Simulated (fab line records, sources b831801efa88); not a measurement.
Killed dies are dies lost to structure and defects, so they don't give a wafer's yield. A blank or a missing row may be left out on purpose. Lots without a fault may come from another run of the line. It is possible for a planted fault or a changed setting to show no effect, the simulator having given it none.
8D (eight disciplines) problem report, filled in by code ; flow sky130 ; the parts of the form that need people (team, actions taken, sign-off) are left out

## 1. PROBLEM STATEMENT
chamber-pressure-pa at SKY_METAL3_SPUTTER_02 reads a mean of 0.4380 Pa on 4 wafers of 2 lots; wafers without a fault read 0.4001 Pa with a standard deviation of 0.00072. Measured from the usual mean, that is +53 standard deviations.
The step: material AlCu, target thk 735 nm, time 39.1 s.
First seen on wafer L745.3, day 38 17:35, on pvd-sputter-04. At this step, 18 wafers from 6 lots have a number in the record. Rule for "out" (also "out of limits"): further than 4 standard deviations from the usual mean. All remaining wafers that have a number are taken as sound.

## 2. WHAT IT IS; WHAT IT IS NOT
question;is;is not
which readings at this step;chamber-pressure-pa;-
which lots;L745, L746;L738, L755, L759, L760
which wafers of those lots;L745.3, L745.6, L746.3, L746.4;L745.1, L746.1
read on which tools;pvd-sputter-04;pvd-sputter-01, pvd-sputter-03
when;from day 38 17:35;"up to then (4 sound wafers); but 10 sound wafers of L746, L755, L759, L760 came after"

## 3. SUSPECTS, AND WHAT RULES EACH OUT
Counting: any tool at a process step up to the reading remains a suspect provided it ran every lot that is out. Sound lots after the first of them don't rule it out here, since some wafers of a struck lot are sound.
- pvd-sputter-04 at SKY_METAL3_SPUTTER_01 (material TiN, target thk 20 nm, time 16.7 s): kept. It ran every lot that is out, first L745 (day 38 17:34).
- pvd-sputter-04 at SKY_METAL3_SPUTTER_02 (material AlCu, target thk 735 nm, time 39.1 s): kept. It ran every lot that is out, first L745 (day 38 17:35). On those wafers its own readings are out: chamber-pressure-pa.
Remaining after the count are pvd-sputter-04 at SKY_METAL3_SPUTTER_01 and pvd-sputter-04 at SKY_METAL3_SPUTTER_02.

## 4. THE CAUSE (what the simulator had put in)
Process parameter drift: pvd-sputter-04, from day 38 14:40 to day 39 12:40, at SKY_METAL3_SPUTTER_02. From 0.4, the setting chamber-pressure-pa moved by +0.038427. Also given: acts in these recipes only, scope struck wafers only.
Counting left 2 suspects, and this tool is among them.

## 5. THE EFFECT CHAIN, in route order
Each row: a reading where the mean over the struck wafers with a number is more than 3 standard deviations away from the usual. Scope: only readings with a usual standard deviation given in the record; hours: median across lots of the time from each lot's start at the first step in this table that gives one to its start at this step; sigmas: change in usual standard deviations.
hours;step;reading;usual;on struck wafers;change;sigmas
0;SKY_METAL3_SPUTTER_02;chamber-pressure-pa;0.4001 Pa;0.4380;+0.0379;+53
Process steps it contains:
- SKY_METAL3_SPUTTER_02: material AlCu, target thk 735 nm, time 39.1 s.
At these later measuring or inspecting steps, every struck wafer for which the step has a row has a number for every such reading, and none has moved that far: SKY_CAPM_THK_MEAS_01, SKY_CAPM_RS_MEAS_03, SKY_CAPM_THK_MEAS_04, SKY_CAPM_OVL_MEAS_12, SKY_METAL3_CD_MEAS_13.

## 6. HOW IT WOULD HAVE BEEN CAUGHT EARLIER
In this record the first reading out of limits was taken at day 38 17:35, 3 hours after the fault began at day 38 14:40.
